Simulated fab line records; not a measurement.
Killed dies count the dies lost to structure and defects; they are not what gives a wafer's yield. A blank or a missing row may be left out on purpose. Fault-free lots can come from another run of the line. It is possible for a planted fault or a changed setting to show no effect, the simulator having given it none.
Which tool was responsible?	flow sfq line	14 lots (42 wafers sampled), 1 step of a 325-step route

WHAT EACH GAUGE READ, for each wafer
Not one reading of a measure or inspect step in the record can be checked against a usual standard deviation.

TOOL THAT RAN EACH LOT (tool first, then ch and the chambers of the sampled wafers, then the start)
lot	SFQ_TRILAYER_M7_BARC_OPEN_METAL_ETCH_229
L650	rie metal-01 ch 1, day 65 01:55
L651	rie metal-01 ch 0,1, day 65 10:25
L652	rie metal-01 ch 0,1, day 65 14:16
L653	rie metal-03 ch 0,1, day 65 20:01
L654	rie metal-01 ch 0,1, day 66 17:37
L658	rie metal-03 ch 0,1, day 67 13:15
L660	rie metal-02 ch 0,1, day 68 01:15
L661	rie metal-03 ch 0,1, day 68 07:14
L666	rie metal-02 ch 0,1, day 69 12:31
L667	rie metal-01 ch 0,1, day 69 14:56
L668	rie metal-02 ch 0,1, day 69 16:07
L671	rie metal-01 ch 0,1, day 70 13:31
L672	rie metal-03 ch 0,1, day 70 14:44
L673	rie metal-01 ch 0,1, day 70 18:19
- SFQ_TRILAYER_M7_BARC_OPEN_METAL_ETCH_229: etches BARC in O2, target depth 125 nm, time 41.7 s.

AS READ BY THE TOOLS THEMSELVES (means over the sampled wafers that have a number; for cases with no such wafer, the mark the record gives instead)
SFQ_TRILAYER_M7_BARC_OPEN_METAL_ETCH_229. Usual: bias w 80.00 W, standard deviation 0.24; chamber pressure mTorr 9.999 mTorr, standard deviation 0.01; drypump motor current A 5.6 A, standard deviation 0.47; oes product au 0.686 a.u., standard deviation 0.0045.
lot	tool	bias w (W)	chamber pressure mTorr (mTorr)	drypump motor current A (A)	oes product au (a.u.)	flag
L650	rie metal-01	80.25	9.997	5.8	0.685	
L651	rie metal-01	79.90	10.001	5.3	0.685	
L652	rie metal-01	80.00	10.001	5.5	0.686	
L653	rie metal-03	79.97	9.997	5.2	0.685	
L654	rie metal-01	80.03	9.996	5.6	0.684	
L658	rie metal-03	81.89	10.002	5.2	0.686	OFF
L660	rie metal-02	79.84	10.003	5.9	0.681	
L661	rie metal-03	81.75	10.001	5.2	0.686	OFF
L666	rie metal-02	80.29	9.998	5.9	0.680	
L667	rie metal-01	79.96	9.995	5.5	0.687	
L668	rie metal-02	79.82	9.995	5.9	0.682	
L671	rie metal-01	79.99	10.004	5.5	0.688	
L672	rie metal-03	79.95	9.998	5.2	0.687	
L673	rie metal-01	80.07	9.988	5.6	0.681	

THE ANSWER, worked out from the rows above alone
Rule: take the mean of a lot's wafers that have a number; if it is more than 3 standard deviations from the usual mean, the lot is off. A lot without any number at a reading at which 4 lots or more have one is off too. All remaining lots with rows at the step are treated as sound. Order of review: gauges by route order, followed by the tools' own readings, for which a lot's mean as printed above is used. The first step at which some lot is off is used, and at that step the reading that is off furthest; a lot without a number counts as furthest.
Off: L658, L661 (SFQ_TRILAYER_M7_BARC_OPEN_METAL_ETCH_229, bias w).
If a tool, at that step or one of the process steps before it, ran each lot that is off and ran no sound lot following the first of them, it fits. No candidate that was tried fits.

WHAT THE SIMULATOR HAD PUT IN
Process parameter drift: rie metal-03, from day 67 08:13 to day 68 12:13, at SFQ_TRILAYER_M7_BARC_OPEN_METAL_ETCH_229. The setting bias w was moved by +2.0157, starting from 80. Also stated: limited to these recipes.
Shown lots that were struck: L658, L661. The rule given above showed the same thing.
